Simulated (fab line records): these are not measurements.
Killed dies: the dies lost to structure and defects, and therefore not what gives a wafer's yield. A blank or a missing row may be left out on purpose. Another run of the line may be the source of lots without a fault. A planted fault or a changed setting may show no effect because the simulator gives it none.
What tool caused it? || flow gf180mcu || 14 lots, 42 wafers sampled, at 4 steps of a route of 602

== WHAT THE GAUGES SHOWED, per wafer ==
GF_V3_OVL_MEAS_15.
{"lot": "L541", "measured": "day 24 12:47", "on": "overlay-02", "V3_OVL (nm)": "6 8 0"}
{"lot": "L542", "measured": "day 25 00:53", "on": "overlay-02", "V3_OVL (nm)": "5 4 7"}
{"lot": "L543", "measured": "day 25 06:44", "on": "overlay-01", "V3_OVL (nm)": "-11 1 -2"}
{"lot": "L544", "measured": "day 25 15:35", "on": "overlay-02", "V3_OVL (nm)": "1 -2 -4"}
{"lot": "L553", "measured": "day 28 07:58", "on": "overlay-02", "V3_OVL (nm)": "0 3 -2"}
{"lot": "L554", "measured": "day 28 14:35", "on": "overlay-02", "V3_OVL (nm)": "4 -3 13"}
{"lot": "L555", "measured": "day 29 00:41", "on": "overlay-01", "V3_OVL (nm)": "-3 -9 -4"}
{"lot": "L556", "measured": "day 29 04:38", "on": "overlay-02", "V3_OVL (nm)": "-3 -1 -7"}
{"lot": "L557", "measured": "day 29 10:21", "on": "overlay-01", "V3_OVL (nm)": "-12 -17 0"}
{"lot": "L559", "measured": "day 29 23:42", "on": "overlay-01", "V3_OVL (nm)": "2 8 14"}
{"lot": "L560", "measured": "day 30 05:50", "on": "overlay-01", "V3_OVL (nm)": "8 0 -6"}
{"lot": "L561", "measured": "day 30 09:34", "on": "overlay-02", "V3_OVL (nm)": "2 5 7"}

== WHAT TOOL EACH LOT RAN ON (gives the tool, then ch and the chambers of the sampled wafers, and finally the start) ==
{"lot": "L541", "GF_HV_LDD_EXPOSE_43": "iline stepper-02 ch 0, day 13 09:46", "GF_V1_ETCH_17": "rie diel-04 ch 0,2, day 23 11:59 or earlier", "GF_V3_CMP_04": "cmp-02 ch 0,3, day 23 11:59"}
{"lot": "L542", "GF_HV_LDD_EXPOSE_43": "iline stepper-01 ch 0, day 13 22:35", "GF_V1_ETCH_17": "rie diel-03 ch 1,2,3, day 24 01:36 or earlier", "GF_V3_CMP_04": "cmp-02 ch 2,3, day 24 01:36"}
{"lot": "L543", "GF_HV_LDD_EXPOSE_43": "iline stepper-02 ch 0, day 14 04:05", "GF_V1_ETCH_17": "rie diel-02 ch 1,2, day 24 07:50 or earlier", "GF_V3_CMP_04": "cmp-02 ch 1,3, day 24 07:50"}
{"lot": "L544", "GF_HV_LDD_EXPOSE_43": "iline stepper-02 ch 0, day 14 11:52", "GF_V1_ETCH_17": "rie diel-02 ch 0,1,2, day 24 16:04 or earlier", "GF_V3_CMP_04": "cmp-01 ch 0,3, day 24 16:04"}
{"lot": "L548", "GF_HV_LDD_EXPOSE_43": "iline stepper-02, day 15 15:19", "GF_V1_ETCH_17": "-", "GF_V3_CMP_04": "-"}
{"lot": "L549", "GF_HV_LDD_EXPOSE_43": "iline stepper-02, day 16 04:26", "GF_V1_ETCH_17": "-", "GF_V3_CMP_04": "-"}
{"lot": "L553", "GF_HV_LDD_EXPOSE_43": "iline stepper-01 ch 0, day 17 08:34", "GF_V1_ETCH_17": "rie diel-04 ch 2,3, day 27 10:35 or earlier", "GF_V3_CMP_04": "cmp-02 ch 0,3, day 27 10:35"}
{"lot": "L554", "GF_HV_LDD_EXPOSE_43": "iline stepper-02 ch 0, day 17 16:19", "GF_V1_ETCH_17": "rie diel-03 ch 0,1,2, day 27 17:07 or earlier", "GF_V3_CMP_04": "cmp-01 ch 1,2,3, day 27 17:07"}
{"lot": "L555", "GF_HV_LDD_EXPOSE_43": "iline stepper-01 ch 0, day 18 04:37", "GF_V1_ETCH_17": "rie diel-04 ch 1,2, day 28 03:19 or earlier", "GF_V3_CMP_04": "cmp-02 ch 1,2,3, day 28 03:19"}
{"lot": "L556", "GF_HV_LDD_EXPOSE_43": "iline stepper-02 ch 0, day 18 09:46", "GF_V1_ETCH_17": "rie diel-03 ch 0,2,3, day 28 07:37 or earlier", "GF_V3_CMP_04": "cmp-02 ch 2,3, day 28 07:37"}
{"lot": "L557", "GF_HV_LDD_EXPOSE_43": "iline stepper-01 ch 0, day 18 16:23", "GF_V1_ETCH_17": "rie diel-04 ch 0,2,3, day 28 13:06 or earlier", "GF_V3_CMP_04": "cmp-02 ch 0,2,3, day 28 13:06"}
{"lot": "L559", "GF_HV_LDD_EXPOSE_43": "iline stepper-02 ch 0, day 19 06:51", "GF_V1_ETCH_17": "rie diel-04 ch 0,1, day 29 03:02 or earlier", "GF_V3_CMP_04": "cmp-02 ch 2,3, day 29 03:02"}
{"lot": "L560", "GF_HV_LDD_EXPOSE_43": "iline stepper-02 ch 0, day 19 11:49", "GF_V1_ETCH_17": "rie diel-02 ch 0,1,2, day 29 08:48 or earlier", "GF_V3_CMP_04": "cmp-02 ch 0,2,3, day 29 08:48"}
{"lot": "L561", "GF_HV_LDD_EXPOSE_43": "iline stepper-02 ch 0, day 19 20:31", "GF_V1_ETCH_17": "rie diel-02 ch 1,2,3, day 29 13:01 or earlier", "GF_V3_CMP_04": "cmp-02 ch 0,1,3, day 29 13:01"}
- GF_HV_LDD_EXPOSE_43: exposes mask Pplus HV AREA, target cd 400 nm.
- GF_V1_ETCH_17: etches SiO2 in C4F8/O2/Ar, stops on TiN, target depth 630 nm.
- GF_V3_CMP_04: polishes SiO2.

== AS READ BY THE TOOLS THEMSELVES (means over the sampled wafers that have a number; for cases with no such wafer, the mark the record gives instead) ==
GF_HV_LDD_EXPOSE_43.
{"lot": "L541", "tool": "iline stepper-02", "exposure dose mJ cm2": 139.96, "focus offset nm (nm)": -0.4}
{"lot": "L542", "tool": "iline stepper-01", "exposure dose mJ cm2": 140.10, "focus offset nm (nm)": 0.3}
{"lot": "L543", "tool": "iline stepper-02", "exposure dose mJ cm2": 140.01, "focus offset nm (nm)": 0.7}
{"lot": "L544", "tool": "iline stepper-02", "exposure dose mJ cm2": 140.10, "focus offset nm (nm)": 0.6}
{"lot": "L548", "tool": "iline stepper-02", "exposure dose mJ cm2": "-", "focus offset nm (nm)": "-"}
{"lot": "L549", "tool": "iline stepper-02", "exposure dose mJ cm2": "-", "focus offset nm (nm)": "-"}
{"lot": "L553", "tool": "iline stepper-01", "exposure dose mJ cm2": 139.87, "focus offset nm (nm)": 0.3}
{"lot": "L554", "tool": "iline stepper-02", "exposure dose mJ cm2": 139.87, "focus offset nm (nm)": -0.3}
{"lot": "L555", "tool": "iline stepper-01", "exposure dose mJ cm2": 140.02, "focus offset nm (nm)": -0.8}
{"lot": "L556", "tool": "iline stepper-02", "exposure dose mJ cm2": 139.95, "focus offset nm (nm)": 0.2}
{"lot": "L557", "tool": "iline stepper-01", "exposure dose mJ cm2": 140.03, "focus offset nm (nm)": -0.0}
{"lot": "L559", "tool": "iline stepper-02", "exposure dose mJ cm2": 139.95, "focus offset nm (nm)": 0.4}
{"lot": "L560", "tool": "iline stepper-02", "exposure dose mJ cm2": 139.77, "focus offset nm (nm)": 0.0}
{"lot": "L561", "tool": "iline stepper-02", "exposure dose mJ cm2": 139.90, "focus offset nm (nm)": 0.2}

GF_V1_ETCH_17.
{"lot": "L541", "tool": "rie diel-04", "oes product au (a.u.)": 0.858}
{"lot": "L542", "tool": "rie diel-03", "oes product au (a.u.)": 0.859}
{"lot": "L543", "tool": "rie diel-02", "oes product au (a.u.)": 0.857}
{"lot": "L544", "tool": "rie diel-02", "oes product au (a.u.)": 0.859}
{"lot": "L553", "tool": "rie diel-04", "oes product au (a.u.)": 0.859}
{"lot": "L554", "tool": "rie diel-03", "oes product au (a.u.)": 0.859}
{"lot": "L555", "tool": "rie diel-04", "oes product au (a.u.)": 0.856}
{"lot": "L556", "tool": "rie diel-03", "oes product au (a.u.)": 0.858}
{"lot": "L557", "tool": "rie diel-04", "oes product au (a.u.)": 0.856}
{"lot": "L559", "tool": "rie diel-04", "oes product au (a.u.)": 0.857}
{"lot": "L560", "tool": "rie diel-02", "oes product au (a.u.)": 0.860}
{"lot": "L561", "tool": "rie diel-02", "oes product au (a.u.)": 0.859}

GF_V3_CMP_04.
{"lot": "L541", "tool": "cmp-02", "motor current A (A)": 11.0, "slurry filter dp kPa (kPa)": 13.58, "time to endpoint s (s)": 93}
{"lot": "L542", "tool": "cmp-02", "motor current A (A)": 11.6, "slurry filter dp kPa (kPa)": 13.56, "time to endpoint s (s)": 92}
{"lot": "L543", "tool": "cmp-02", "motor current A (A)": 13.4, "slurry filter dp kPa (kPa)": 13.39, "time to endpoint s (s)": 87}
{"lot": "L544", "tool": "cmp-01", "motor current A (A)": 10.8, "slurry filter dp kPa (kPa)": 13.53, "time to endpoint s (s)": 84}
{"lot": "L553", "tool": "cmp-02", "motor current A (A)": 11.1, "slurry filter dp kPa (kPa)": 13.57, "time to endpoint s (s)": 83}
{"lot": "L554", "tool": "cmp-01", "motor current A (A)": 10.4, "slurry filter dp kPa (kPa)": 13.53, "time to endpoint s (s)": 85}
{"lot": "L555", "tool": "cmp-02", "motor current A (A)": 12.3, "slurry filter dp kPa (kPa)": 13.43, "time to endpoint s (s)": 89}
{"lot": "L556", "tool": "cmp-02", "motor current A (A)": 11.3, "slurry filter dp kPa (kPa)": 13.49, "time to endpoint s (s)": 90}
{"lot": "L557", "tool": "cmp-02", "motor current A (A)": 11.7, "slurry filter dp kPa (kPa)": 13.44, "time to endpoint s (s)": 88}
{"lot": "L559", "tool": "cmp-02", "motor current A (A)": 11.3, "slurry filter dp kPa (kPa)": 13.36, "time to endpoint s (s)": 91}
{"lot": "L560", "tool": "cmp-02", "motor current A (A)": 11.9, "slurry filter dp kPa (kPa)": 13.49, "time to endpoint s (s)": 86}
{"lot": "L561", "tool": "cmp-02", "motor current A (A)": 12.1, "slurry filter dp kPa (kPa)": 13.44, "time to endpoint s (s)": 90}

== THE ANSWER, worked out from the rows above alone ==
Rule: the usual values come from the lots themselves. Put in order of their means at a reading, lots are off if they are a third of the lots or fewer, leave a main group of 4 or more, and stand apart from it by a gap of 3 or more times the standard deviation of the main group's means; of several such gaps the widest counts. A main group is skipped when, at the precision printed for the reading in the tables above, its means are all equal. Also off: a lot with no number at a reading for which 4 or more lots have one. All remaining lots with rows at the step are treated as sound. After the gauges, taken in route order, come the tools' own readings; for these a lot's mean is taken, as printed above. At the first step where some lot is off, the reading lying furthest off is the one used; lots without a number count as furthest.
Off: L548, L549 (GF_HV_LDD_EXPOSE_43, exposure dose mJ cm2). Without a number there: L548, L549. The main group: mean 139.96, standard deviation 0.094.
A tool fits if, at that step or a process step before it, it ran every lot that is off, and no sound lot after the first of them. Not one of the candidates tried fits.

== WHAT THE SIMULATOR PUT IN ==
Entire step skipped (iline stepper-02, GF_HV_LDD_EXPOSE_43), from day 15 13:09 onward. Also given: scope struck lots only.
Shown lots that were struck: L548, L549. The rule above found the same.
